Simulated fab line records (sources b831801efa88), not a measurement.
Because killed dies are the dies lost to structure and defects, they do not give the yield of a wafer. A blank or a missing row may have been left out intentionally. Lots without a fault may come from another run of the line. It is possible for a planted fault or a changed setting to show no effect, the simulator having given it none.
Which tool did it? -- flow gf180mcu -- Sampling: 13 lots, 39 wafers, 5 of 602 route steps

WHAT THE GAUGES READ, wafer by wafer
GF_CONTACT_THK_MEAS_01.
lot,measured,on,CONTACT_CVD_00_THK (nm)
L417,day 15 11:02,filmMetro-01,307 300 304
L421,day 16 23:17,filmMetro-01,306 306 303
L422,day 17 08:43,filmMetro-02,295 297 296
L429,day 20 00:22,filmMetro-04,297 299 300
L431,day 20 10:15,filmMetro-04,298 296 299
L432,day 21 02:58,filmMetro-01,301 306 301
L433,day 21 06:17,filmMetro-04,306 306 306
L434,day 21 17:40,filmMetro-01,301 302 299
L435,day 22 00:36,filmMetro-04,302 305 297
L436,day 22 03:39,filmMetro-04,302 300 298
L437,day 22 13:34,filmMetro-02,297 294 297
L438,day 22 22:10,filmMetro-02,301 299 303
L439,day 23 09:10,filmMetro-04,303 298 300

GF_M1_CD_MEAS_14: the cd target is 230 nm.
lot,measured,on,cdNm (nm)
L417,day 17 09:17,cdSem-02,229.5 229.3 229.6
L421,day 19 01:31,cdSem-01,253.8 254.2 254.0
L422,day 19 11:05,cdSem-01,252.2 253.4 253.9
L429,day 22 02:43,cdSem-01,228.7 228.6 227.9
L431,day 22 11:46,cdSem-02,227.7 229.7 228.9
L432,day 23 03:20,cdSem-02,230.2 233.5 231.6
L433,day 23 06:47,cdSem-01,228.8 230.2 229.2
L434,day 23 18:14,cdSem-02,230.5 229.6 230.0
L435,day 24 00:26,cdSem-01,228.7 229.6 229.1
L436,day 24 03:35,cdSem-02,231.0 231.9 231.1
L437,day 24 12:17,cdSem-01,231.2 231.0 230.5
L438,day 24 20:19,cdSem-02,227.6 228.9 228.1
L439,day 25 08:02,cdSem-01,229.4 230.3 230.6

GF_V1_BOW_MEAS_05.
lot,measured,on,V1_BOW (um)
L417,day 17 10:44,filmMetro-02,83 88 81
L421,day 19 02:53,filmMetro-02,90 74 84
L422,day 19 12:28,filmMetro-02,76 93 73
L429,day 22 04:06,filmMetro-02,97 84 102
L431,day 22 13:08,filmMetro-02,83 86 92
L432,day 23 04:43,filmMetro-03,91 95 91
L433,day 23 08:12,filmMetro-02,81 93 87
L434,day 23 19:41,filmMetro-02,76 81 69
L435,day 24 01:49,filmMetro-03,74 85 75
L436,day 24 04:58,filmMetro-01,85 94 81
L437,day 24 13:41,filmMetro-01,81 93 87
L438,day 24 21:41,filmMetro-03,96 94 85
L439,day 25 09:25,filmMetro-01,109 93 91

GF_V1_CD_MEAS_14: the cd target is 260 nm.
lot,measured,on,cdNm (nm)
L417,day 18 10:07,cdSem-02,258.6 259.6 259.2
L421,day 20 03:36,cdSem-01,260.4 259.6 259.7
L422,day 20 13:23,cdSem-01,261.3 261.7 262.7
L429,day 23 03:03,cdSem-01,260.4 259.5 259.7
L431,day 23 12:02,cdSem-01,259.6 260.3 260.2
L432,day 24 03:02,cdSem-01,260.8 262.2 261.5
L433,day 24 05:56,cdSem-01,261.2 261.1 261.0
L434,day 24 17:46,cdSem-02,261.7 261.4 260.9
L435,day 24 22:50,cdSem-01,262.1 260.4 261.0
L436,day 25 03:02,cdSem-02,259.2 256.4 257.2
L437,day 25 11:52,cdSem-02,260.1 258.7 260.0
L438,day 25 19:00,cdSem-02,258.5 258.6 259.4
L439,day 26 07:55,cdSem-01,259.8 259.3 259.6

WHAT TOOL EACH LOT RAN ON (gives the tool, then ch and the chambers of the sampled wafers, and finally the start)
lot,GF_M1_PEB_12
L417,"lithoTrack-04 ch 0, day 17 08:57"
L421,"lithoTrack-02 ch 0, day 19 01:10"
L422,"lithoTrack-02 ch 0, day 19 10:44"
L429,"lithoTrack-04 ch 0, day 22 02:22"
L431,"lithoTrack-02 ch 0, day 22 11:18"
L432,"lithoTrack-01 ch 0, day 23 02:59"
L433,"lithoTrack-01 ch 0, day 23 06:26"
L434,"lithoTrack-02 ch 0, day 23 17:54"
L435,"lithoTrack-04 ch 0, day 24 00:05"
L436,"lithoTrack-01 ch 0, day 24 03:14"
L437,"lithoTrack-01 ch 0, day 24 11:57"
L438,"lithoTrack-01 ch 0, day 24 19:58"
L439,"lithoTrack-02 ch 0, day 25 07:41"
- GF_M1_PEB_12: peb time 90 s.

WHAT THE TOOLS THEMSELVES READ (means of the sampled wafers that have a number; where no wafer has one, the mark that the record gives instead)
GF_M1_PEB_12.
lot,tool,exhaustPa (Pa),heaterPowerTotalW (W),plateTempC (C)
L417,lithoTrack-04,45.5,85.69,134.93
L421,lithoTrack-02,44.9,80.27,128.43
L422,lithoTrack-02,44.4,80.15,128.40
L429,lithoTrack-04,45.0,85.65,135.05
L431,lithoTrack-02,44.6,85.67,134.91
L432,lithoTrack-01,44.7,85.79,135.09
L433,lithoTrack-01,45.1,85.68,135.01
L434,lithoTrack-02,45.2,85.71,134.88
L435,lithoTrack-04,45.3,85.72,135.10
L436,lithoTrack-01,45.6,85.70,135.07
L437,lithoTrack-01,43.7,85.68,135.13
L438,lithoTrack-01,45.4,85.78,135.17
L439,lithoTrack-02,44.4,85.67,135.16

THE ANSWER, worked out from the rows above alone
Rule: the usual values come from the lots themselves. The widest of any qualifying gaps counts: lots, ordered by their means at a reading, are off when they make up no more than a third of the lots, leave a main group of 4 or more, and stand apart from it by 3 or more times the standard deviation of that group's means. The tables above print the reading to a certain number of digits; a main group whose means all agree to those digits is not used. A lot without any number at a reading at which 4 lots or more have one is off too. Any other lot the step has rows for is counted as sound. First the gauges in route order, then the tools' own readings, where a lot's mean is used as printed above. The first step at which some lot is off is used, and at that step the reading that is off furthest; a lot without a number counts as furthest.
Off: L421, L422, at GF_M1_CD_MEAS_14 (cdNm). For the main group the mean is 229.8 nm and the standard deviation 1.1.
A tool fits if, at a process step before that reading, it ran every lot that is off, and no sound lot after the first of them. Not tried: the gauges at GF_M1_CD_MEAS_14; whatever is off there is also off at GF_M1_PEB_12, on other tools, and gauge error can't account for it. Not one of the candidates tried fits.

WHAT THE SIMULATOR HAD PUT IN
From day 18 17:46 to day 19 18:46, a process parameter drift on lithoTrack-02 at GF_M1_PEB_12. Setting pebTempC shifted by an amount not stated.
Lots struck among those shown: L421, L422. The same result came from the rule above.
